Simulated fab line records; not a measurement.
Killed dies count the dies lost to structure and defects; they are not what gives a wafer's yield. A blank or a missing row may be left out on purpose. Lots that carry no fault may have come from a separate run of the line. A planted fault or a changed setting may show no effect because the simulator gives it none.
Which tool did it? / flow gf180mcu / Sampling: 13 lots, 39 wafers, 6 of 602 route steps

WHAT THE GAUGES READ, wafer by wafer
GF_STI_THK_MEAS_30.
lot=L437; measured=day 2 06:06; on=film-metro-02; STI_OXIDATION_02_THK (nm)=9.79 9.83 9.85
lot=L438; measured=day 2 11:46; on=film-metro-02; STI_OXIDATION_02_THK (nm)=10.09 10.20 10.06
lot=L441; measured=day 3 12:44; on=film-metro-04; STI_OXIDATION_02_THK (nm)=9.71 9.80 9.82
lot=L443; measured=day 3 15:34; on=film-metro-04; STI_OXIDATION_02_THK (nm)=10.07 10.20 10.07
lot=L444; measured=day 3 19:55; on=film-metro-02; STI_OXIDATION_02_THK (nm)=9.80 9.84 9.96
lot=L445; measured=day 4 02:53; on=film-metro-01; STI_OXIDATION_02_THK (nm)=9.99 10.04 9.89
lot=L446; measured=day 4 08:38; on=film-metro-04; STI_OXIDATION_02_THK (nm)=10.43 10.19 10.16
lot=L447; measured=day 4 10:02; on=film-metro-01; STI_OXIDATION_02_THK (nm)=9.94 9.81 9.78
lot=L450; measured=day 5 00:04; on=film-metro-04; STI_OXIDATION_02_THK (nm)=10.12 9.96 9.91
lot=L451; measured=day 5 04:48; on=film-metro-04; STI_OXIDATION_02_THK (nm)=10.10 10.25 9.94
lot=L453; measured=day 5 15:14; on=film-metro-04; STI_OXIDATION_02_THK (nm)=10.23 10.29 10.02
lot=L456; measured=day 6 07:52; on=film-metro-04; STI_OXIDATION_02_THK (nm)=10.07 9.93 9.99
lot=L459; measured=day 6 22:34; on=film-metro-04; STI_OXIDATION_02_THK (nm)=9.95 10.06 10.00

GF_HV_LDD_TW_MEAS_38.
lot=L437; measured=day 11 07:04; on=film-metro-01; HV_LDD_3_TW=1438 1430 1432
lot=L438; measured=day 11 18:11; on=film-metro-02; HV_LDD_3_TW=1425 1419 1420
lot=L441; measured=day 13 06:40; on=film-metro-03; HV_LDD_3_TW=1436 1439 1435
lot=L443; measured=day 13 17:28; on=film-metro-01; HV_LDD_3_TW=1429 1426 1428
lot=L444; measured=day 13 17:43; on=film-metro-01; HV_LDD_3_TW=1428 1432 1437
lot=L445; measured=day 14 14:13; on=film-metro-02; HV_LDD_3_TW=1424 1426 1428
lot=L446; measured=day 15 00:04; on=film-metro-03; HV_LDD_3_TW=1430 1435 1429
lot=L447; measured=day 15 08:10; on=film-metro-02; HV_LDD_3_TW=1426 1430 1422
lot=L450; measured=day 16 05:40; on=film-metro-02; HV_LDD_3_TW=1365 1361 1362 1359 1368 1366
lot=L451; measured=day 16 04:43; on=film-metro-03; HV_LDD_3_TW=1367 1365 1369 1365 1366 1367
lot=L453; measured=day 16 20:10; on=film-metro-01; HV_LDD_3_TW=1423 1434 1436
lot=L456; measured=day 17 16:31; on=film-metro-01; HV_LDD_3_TW=1432 1423 1427
lot=L459; measured=day 18 09:34; on=film-metro-03; HV_LDD_3_TW=1433 1418 1427

GF_HV_LDD_RS_MEAS_53: a four-point-probe measurement.
lot=L437; measured=day 12 01:07; on=film-metro-03; HV_LDD_RS (ohm/sq)=417.9 418.0 417.6
lot=L438; measured=day 12 12:53; on=film-metro-03; HV_LDD_RS (ohm/sq)=418.7 419.5 419.8
lot=L441; measured=day 14 03:17; on=film-metro-02; HV_LDD_RS (ohm/sq)=416.5 417.6 416.4
lot=L443; measured=day 14 14:14; on=film-metro-01; HV_LDD_RS (ohm/sq)=420.3 419.2 420.1
lot=L444; measured=day 14 14:26; on=film-metro-02; HV_LDD_RS (ohm/sq)=417.7 417.5 418.0
lot=L445; measured=day 15 11:41; on=film-metro-01; HV_LDD_RS (ohm/sq)=418.7 417.3 418.4
lot=L446; measured=day 15 22:19; on=film-metro-03; HV_LDD_RS (ohm/sq)=418.8 418.1 419.0
lot=L447; measured=day 16 06:25; on=film-metro-01; HV_LDD_RS (ohm/sq)=418.1 417.0 416.5
lot=L450; measured=day 17 05:04; on=film-metro-03; HV_LDD_RS (ohm/sq)=429.8 428.6 429.0 429.2 429.3 429.1
lot=L451; measured=day 17 03:52; on=film-metro-01; HV_LDD_RS (ohm/sq)=429.5 429.4 429.0 429.1 430.3 429.6
lot=L453; measured=day 17 19:23; on=film-metro-01; HV_LDD_RS (ohm/sq)=418.3 417.9 418.8
lot=L456; measured=day 18 16:59; on=film-metro-03; HV_LDD_RS (ohm/sq)=418.6 417.2 418.2
lot=L459; measured=day 19 10:18; on=film-metro-01; HV_LDD_RS (ohm/sq)=419.9 419.3 418.6

GF_SAB_CD_MEAS_09: the cd target is 420 nm.
lot=L437; measured=day 14 13:07; on=cd-sem-01; cd-nm (nm)=415.9 418.7 419.4
lot=L438; measured=day 15 03:02; on=cd-sem-01; cd-nm (nm)=422.2 421.4 422.9
lot=L441; measured=day 16 21:29; on=cd-sem-02; cd-nm (nm)=420.4 419.3 419.7
lot=L443; measured=day 17 11:12; on=cd-sem-01; cd-nm (nm)=418.7 417.4 418.2
lot=L444; measured=day 17 13:42; on=cd-sem-01; cd-nm (nm)=422.2 422.7 421.4
lot=L445; measured=day 18 11:51; on=cd-sem-01; cd-nm (nm)=421.6 419.9 421.4
lot=L446; measured=day 18 22:43; on=cd-sem-01; cd-nm (nm)=417.8 419.4 419.2
lot=L447; measured=day 19 08:49; on=cd-sem-02; cd-nm (nm)=420.9 419.9 418.3
lot=L450; measured=day 20 09:46; on=cd-sem-02; cd-nm (nm)=424.9 424.5 423.8
lot=L451; measured=day 20 07:51; on=cd-sem-01; cd-nm (nm)=426.1 424.7 425.0
lot=L453; measured=day 20 23:09; on=cd-sem-02; cd-nm (nm)=421.7 421.1 420.6
lot=L456; measured=day 21 22:23; on=cd-sem-01; cd-nm (nm)=420.5 422.3 419.6
lot=L459; measured=day 22 14:37; on=cd-sem-02; cd-nm (nm)=423.4 423.3 424.9

GF_SALICIDE_RS_MEAS_04: a four-point-probe measurement.
lot=L437; measured=day 14 13:40; on=film-metro-03; SALICIDE_TIN_RS (ohm/sq)=17.24 17.55 17.33
lot=L438; measured=day 15 03:35; on=film-metro-03; SALICIDE_TIN_RS (ohm/sq)=16.19 16.62 16.81
lot=L441; measured=day 16 22:03; on=film-metro-04; SALICIDE_TIN_RS (ohm/sq)=16.61 16.90 16.89
lot=L443; measured=day 17 11:45; on=film-metro-04; SALICIDE_TIN_RS (ohm/sq)=16.70 16.85 16.53
lot=L444; measured=day 17 14:16; on=film-metro-04; SALICIDE_TIN_RS (ohm/sq)=16.97 16.95 16.96
lot=L445; measured=day 18 12:25; on=film-metro-04; SALICIDE_TIN_RS (ohm/sq)=17.38 17.34 16.90
lot=L446; measured=day 18 23:18; on=film-metro-01; SALICIDE_TIN_RS (ohm/sq)=16.65 16.56 16.94
lot=L447; measured=day 19 09:22; on=film-metro-01; SALICIDE_TIN_RS (ohm/sq)=16.72 16.69 16.49
lot=L450; measured=day 20 10:22; on=film-metro-01; SALICIDE_TIN_RS (ohm/sq)=17.07 17.25 17.27
lot=L451; measured=day 20 08:25; on=film-metro-01; SALICIDE_TIN_RS (ohm/sq)=17.12 17.61 17.51
lot=L453; measured=day 20 23:43; on=film-metro-01; SALICIDE_TIN_RS (ohm/sq)=17.50 17.51 17.49
lot=L456; measured=day 21 22:56; on=film-metro-04; SALICIDE_TIN_RS (ohm/sq)=16.85 16.69 16.81
lot=L459; measured=day 22 15:10; on=film-metro-01; SALICIDE_TIN_RS (ohm/sq)=16.85 16.65 16.95

EACH LOT AND THE TOOL THAT RAN IT (in order: tool; ch and the chambers of the sampled wafers; start)
lot=L437; GF_HV_LDD_IMPLANT_34=implanter-03 ch 0, day 11 06:32
lot=L438; GF_HV_LDD_IMPLANT_34=implanter-01 ch 0, day 11 17:40
lot=L441; GF_HV_LDD_IMPLANT_34=implanter-02 ch 0, day 13 06:07
lot=L443; GF_HV_LDD_IMPLANT_34=implanter-01 ch 0, day 13 16:55
lot=L444; GF_HV_LDD_IMPLANT_34=implanter-02 ch 0, day 13 17:10
lot=L445; GF_HV_LDD_IMPLANT_34=implanter-03 ch 0, day 14 13:40
lot=L446; GF_HV_LDD_IMPLANT_34=implanter-02 ch 0, day 14 23:32
lot=L447; GF_HV_LDD_IMPLANT_34=implanter-01 ch 0, day 15 07:38
lot=L450; GF_HV_LDD_IMPLANT_34=implanter-01 ch 0, day 16 05:08
lot=L451; GF_HV_LDD_IMPLANT_34=implanter-01 ch 0, day 16 04:10
lot=L453; GF_HV_LDD_IMPLANT_34=implanter-03 ch 0, day 16 19:37
lot=L456; GF_HV_LDD_IMPLANT_34=implanter-03 ch 0, day 17 15:58
lot=L459; GF_HV_LDD_IMPLANT_34=implanter-02 ch 0, day 18 09:02
- GF_HV_LDD_IMPLANT_34

WHAT THE TOOLS THEMSELVES READ (means of the sampled wafers that have a number; where no wafer has one, the mark that the record gives instead)
GF_HV_LDD_IMPLANT_34.
lot=L437 tool=implanter-03 dose-ions-cm2=7.5e+12 faraday-current-uA=42.5
lot=L438 tool=implanter-01 dose-ions-cm2=7.5e+12 faraday-current-uA=41.8
lot=L441 tool=implanter-02 dose-ions-cm2=7.5e+12 faraday-current-uA=42.7
lot=L443 tool=implanter-01 dose-ions-cm2=7.5e+12 faraday-current-uA=41.8
lot=L444 tool=implanter-02 dose-ions-cm2=7.5e+12 faraday-current-uA=41.6
lot=L445 tool=implanter-03 dose-ions-cm2=7.5e+12 faraday-current-uA=42.0
lot=L446 tool=implanter-02 dose-ions-cm2=7.5e+12 faraday-current-uA=42.5
lot=L447 tool=implanter-01 dose-ions-cm2=7.5e+12 faraday-current-uA=42.1
lot=L450 tool=implanter-01 dose-ions-cm2=3.6e+12 faraday-current-uA=20.4
lot=L451 tool=implanter-01 dose-ions-cm2=3.6e+12 faraday-current-uA=20.5
lot=L453 tool=implanter-03 dose-ions-cm2=7.5e+12 faraday-current-uA=41.4
lot=L456 tool=implanter-03 dose-ions-cm2=7.5e+12 faraday-current-uA=43.0
lot=L459 tool=implanter-02 dose-ions-cm2=7.5e+12 faraday-current-uA=42.0

THE ANSWER, worked out from the rows above alone
Rule: what is usual is taken from the lots themselves. Put in order of their means at a reading, lots are off if they are a third of the lots or fewer, leave a main group of 4 or more, and stand apart from it by a gap of 3 or more times the standard deviation of the main group's means; of several such gaps the widest counts. A main group whose means are all the same, to the digits that the tables above print for the reading, isn't used. A lot without any number at a reading at which 4 lots or more have one is off too. Any other lot the step has rows for is counted as sound. The gauges are gone through in route order, then the tools' own readings, and for those a lot's mean is taken as printed above. The first step at which some lot is off is used, and at that step the reading that is off furthest; a lot without a number counts as furthest.
Off: L450, L451, seen at GF_HV_LDD_TW_MEAS_38 (HV_LDD_3_TW). The main group: mean 1429, standard deviation 4.1.
A tool fits if, at a process step before that reading, it ran every lot that is off, and no sound lot after the first of them. Not tried: the gauges at GF_HV_LDD_TW_MEAS_38; whatever is off there is also off at GF_HV_LDD_IMPLANT_34, on other tools, and gauge error can't account for it. One candidate fits, namely implanter-01 at GF_HV_LDD_IMPLANT_34. A fault onset in the window from L447 (day 15 07:38, its last sound lot) to L451 (day 16 04:10, its first lot off) fits.
The tool's own readings at GF_HV_LDD_IMPLANT_34 bear it out: on the lots that are off they differ by more than 5 times the standard deviation of the sound lots' means. dose-ions-cm2 reads 3.6e+12 there against 7.5e+12 on the sound lots; faraday-current-uA reads 20.4 there against 42.1 on the sound lots.

WHAT THE SIMULATOR PUT IN
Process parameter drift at GF_HV_LDD_IMPLANT_34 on implanter-01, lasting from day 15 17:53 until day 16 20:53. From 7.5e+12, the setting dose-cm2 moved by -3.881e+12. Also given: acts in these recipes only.
Struck lots among those shown: L450, L451. The rule given above showed the same thing.
